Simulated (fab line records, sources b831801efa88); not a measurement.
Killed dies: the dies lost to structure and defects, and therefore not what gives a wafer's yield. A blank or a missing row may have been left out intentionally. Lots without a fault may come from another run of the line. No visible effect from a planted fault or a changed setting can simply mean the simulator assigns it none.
The tool behind it: which one? ; flow gf180mcu ; Sampling: 7 lots, 21 wafers, 2 of 602 route steps

== WHAT EACH GAUGE READ, for each wafer ==
GF_V5_OVL_MEAS_15.
lot;measured;on;V5_OVL (nm)
L951;day 27 20:47;overlay-02;-8 -3 -3
L954;day 28 18:27;overlay-02;8 2 0
L955;day 29 07:20;overlay-01;1 -5 -8
L958;day 29 21:04;overlay-01;1 1 -3
L965;day 31 15:13;overlay-01;3 9 8
L968;day 32 11:53;overlay-02;-2 4 -7
L970;day 32 21:13;overlay-02;4 -3 -6

== WHAT TOOL EACH LOT RAN ON (gives the tool, then ch and the chambers of the sampled wafers, and finally the start) ==
lot;GF_SAB_CVD_00
L951;pecvd-01 ch 0,2, day 14 20:33
L954;pecvd-03 ch 0,1, day 15 19:53
L955;pecvd-01 ch 0,1, day 16 11:00
L958;pecvd-04 ch 1,2, day 17 02:33
L965;pecvd-01 ch 0,1,2, day 19 11:31
L968;pecvd-03 ch 0,1,2, day 20 17:20
L970;pecvd-03 ch 0,1,2, day 21 05:10
- GF_SAB_CVD_00: deposits SiO2 from TEOS, target thk 50 nm, time 4.9302 s.

== THE ANSWER, worked out from the rows above alone ==
Rule: usual is defined by the lots themselves. The widest of any qualifying gaps counts: lots, ordered by their means at a reading, are off when they make up no more than a third of the lots, leave a main group of 4 or more, and stand apart from it by 3 or more times the standard deviation of that group's means. If all means in a main group match to the digits the tables above print for the reading, that group is not used. A lot without any number at a reading at which 4 lots or more have one is off too. The other lots that the step has rows for count as sound.
Nothing can be told from this: no lot is off at any reading shown.

== WHAT THE SIMULATOR HAD PUT IN ==
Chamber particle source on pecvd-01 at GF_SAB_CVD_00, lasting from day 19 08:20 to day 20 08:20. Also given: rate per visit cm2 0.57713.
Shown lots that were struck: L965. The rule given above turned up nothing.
